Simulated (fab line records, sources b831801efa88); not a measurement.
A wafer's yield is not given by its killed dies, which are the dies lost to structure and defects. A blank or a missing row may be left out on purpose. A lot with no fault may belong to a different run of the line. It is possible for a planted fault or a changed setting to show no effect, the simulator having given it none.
The tool behind it: which one? || flow gf180mcu || 15 lots, 45 wafers sampled, at 1 step of a route of 602

## WHAT THE GAUGES READ, wafer by wafer
GF_V4_CD_MEAS_14 targets a cd of 260 nm.
{"lot": "L926", "measured": "day 24 06:20", "on": "cd_sem-01", "cd_nm (nm)": "259.1 258.5 258.6"}
{"lot": "L927", "measured": "day 24 18:53", "on": "cd_sem-01", "cd_nm (nm)": "259.6 259.4 258.2"}
{"lot": "L931", "measured": "day 26 05:17", "on": "cd_sem-01", "cd_nm (nm)": "257.4 258.5 257.7"}
{"lot": "L932", "measured": "day 26 08:56", "on": "cd_sem-01", "cd_nm (nm)": "260.8 260.4 261.1"}
{"lot": "L933", "measured": "day 26 20:13", "on": "cd_sem-01", "cd_nm (nm)": "260.0 260.3 259.1"}
{"lot": "L935", "measured": "day 27 14:59", "on": "cd_sem-02", "cd_nm (nm)": "257.7 258.9 259.0"}
{"lot": "L936", "measured": "day 27 19:01", "on": "cd_sem-01", "cd_nm (nm)": "260.5 260.5 260.0"}
{"lot": "L937", "measured": "day 28 01:51", "on": "cd_sem-02", "cd_nm (nm)": "260.0 260.4 259.5"}
{"lot": "L938", "measured": "day 28 07:46", "on": "cd_sem-01", "cd_nm (nm)": "260.4 262.0 260.9"}
{"lot": "L939", "measured": "day 28 17:23", "on": "cd_sem-01", "cd_nm (nm)": "260.5 260.6 261.4"}
{"lot": "L940", "measured": "day 28 19:54", "on": "cd_sem-01", "cd_nm (nm)": "260.1 261.2 260.9"}
{"lot": "L943", "measured": "day 29 17:02", "on": "cd_sem-01", "cd_nm (nm)": "259.4 261.4 260.2"}
{"lot": "L945", "measured": "day 30 07:55", "on": "cd_sem-02", "cd_nm (nm)": "258.9 258.3 259.3"}
{"lot": "L946", "measured": "day 30 11:38", "on": "cd_sem-01", "cd_nm (nm)": "260.7 260.3 261.0"}
{"lot": "L947", "measured": "day 30 21:02", "on": "cd_sem-01", "cd_nm (nm)": "258.5 258.8 258.8"}

## EACH LOT AND THE TOOL THAT RAN IT (in order: tool; ch and the chambers of the sampled wafers; start)
There is no process step in the record ahead of these readings.

## AS READ BY THE TOOLS THEMSELVES (means over the sampled wafers that have a number; for cases with no such wafer, the mark the record gives instead)
The record holds no such reading with a usual standard deviation.

## THE ANSWER, worked out from the rows above alone
Rule: the usual values come from the lots themselves. Put in order of their means at a reading, lots are off if they are a third of the lots or fewer, leave a main group of 4 or more, and stand apart from it by a gap of 3 or more times the standard deviation of the main group's means; of several such gaps the widest counts. If all means in a main group match to the digits the tables above print for the reading, that group is not used. A lot without any number at a reading at which 4 lots or more have one is off too. Where the step has rows for the other lots, those lots are counted as sound. First the gauges in route order, then the tools' own readings, where a lot's mean is used as printed above. At the first step where some lot is off, the reading lying furthest off is the one used; lots without a number count as furthest.
Nothing can be told from this: no lot is off at any reading shown.

## WHAT HAD BEEN PUT IN BY THE SIMULATOR
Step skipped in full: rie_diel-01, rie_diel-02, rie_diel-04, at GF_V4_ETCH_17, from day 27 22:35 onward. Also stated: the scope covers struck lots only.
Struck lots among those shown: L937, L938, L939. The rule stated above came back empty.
